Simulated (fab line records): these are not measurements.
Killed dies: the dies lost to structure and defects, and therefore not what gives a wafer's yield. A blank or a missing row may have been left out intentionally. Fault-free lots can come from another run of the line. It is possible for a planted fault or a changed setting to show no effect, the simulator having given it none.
Chamber matching | flow gf180mcu | GF_V3_CMP_04 on cmp-01 has 4 sister chambers
The step polishes SiO2. 24 wafers are shown with their chamber, then 12 later ones without.

## EACH WAFER AND ITS CHAMBER
wafer  | chamber | motor_current_A (A) | time_to_endpoint_s (s) | platen_rpm (rpm)
L074.1 | 1       | 9.8                 | 78                     | 60.00
L074.3 | 2       | 11.3                | 70                     | 60.00
L074.6 | 1       | 10.1                | 89                     | 59.99
L079.1 | 1       | 10.0                | 87                     | 60.00
L079.4 | 2       | 11.4                | 79                     | 60.05
L079.6 | 0       | 12.4                | 82                     | 59.94
L080.4 | 2       | 11.1                | 77                     | 59.92
L080.5 | 3       | 14.1                | 83                     | 60.00
L080.6 | 0       | 12.9                | 81                     | 60.02
L081.2 | 3       | 13.4                | 79                     | 60.01
L081.3 | 2       | 11.7                | 69                     | 59.98
L081.4 | 1       | 9.8                 | 84                     | 59.97
L082.3 | 2       | 11.3                | 74                     | 60.05
L082.4 | 3       | 13.7                | 84                     | 60.00
L082.6 | 2       | 11.4                | 81                     | 60.00
L084.1 | 1       | 9.3                 | 85                     | 60.06
L084.4 | 0       | 12.3                | 84                     | 59.99
L084.6 | 3       | 14.0                | 83                     | 60.05
L085.3 | 2       | 11.8                | 74                     | 59.98
L085.4 | 1       | 9.4                 | 80                     | 60.05
L085.5 | 0       | 12.7                | 79                     | 60.00
L087.2 | 1       | 9.5                 | 73                     | 60.09
L087.4 | 3       | 13.7                | 82                     | 60.01
L087.6 | 2       | 11.6                | 72                     | 60.04

SIGNATURES (averages over the wafers above)
reading            | chamber 0 | chamber 1 | chamber 2 | chamber 3 | scatter within a chamber
motor_current_A    | 12.575    | 9.700     | 11.450    | 13.780    | 0.272
time_to_endpoint_s | 81.50     | 82.29     | 74.50     | 82.20     | 4.13
platen_rpm         | 59.9875   | 60.0229   | 60.0025   | 60.0140   | 0.039
Rule: for a wafer and a chamber, the distance is found by dividing, reading by reading, the gap between the wafer's reading and the chamber's mean by the reading's scatter, squaring, summing and taking the root. The wafer belongs to the nearest chamber; if the next one is less than 2 further off, it can't be placed. How the scatter is found: for the shown wafers, subtract from each reading the mean of its chamber, square and add these, divide the total by (wafers less chambers), then take the root.

## WAFERS WITH NO CHAMBER GIVEN
wafer  | motor_current_A (A) | time_to_endpoint_s (s) | platen_rpm (rpm)
L089.1 | 14.3                | 75                     | 60.00
L089.2 | 10.0                | 81                     | 60.05
L089.6 | 9.6                 | 82                     | 60.01
L090.2 | 13.6                | 74                     | 59.96
L090.3 | 12.0                | 71                     | 59.97
L090.5 | 9.5                 | 80                     | 60.00
L095.2 | 12.3                | 77                     | 60.08
L095.5 | 14.7                | 90                     | 59.91
L095.6 | 12.4                | 85                     | 60.04
L097.3 | 13.8                | 84                     | 59.96
L097.4 | 11.4                | 82                     | 59.93
L097.6 | 12.3                | 84                     | 59.92

## CHAMBER TAKEN BY EACH
wafer  | from the rows above     | in truth
L089.1 | 3                       | 3
L089.2 | 1                       | 1
L089.6 | 1                       | 1
L090.2 | can't be placed: 3 or 0 | 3
L090.3 | can't be placed: 2 or 0 | 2
L090.5 | 1                       | 1
L095.2 | can't be placed: 0 or 2 | 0
L095.5 | 3                       | 3
L095.6 | 0                       | 0
L097.3 | 3                       | 3
L097.4 | can't be placed: 2 or 0 | 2
L097.6 | 0                       | 0
Placed correctly: 8 of 12. Cannot be placed on the basis of these rows: 4; the candidates contain the true chamber in 4. Number placed wrongly: 0.
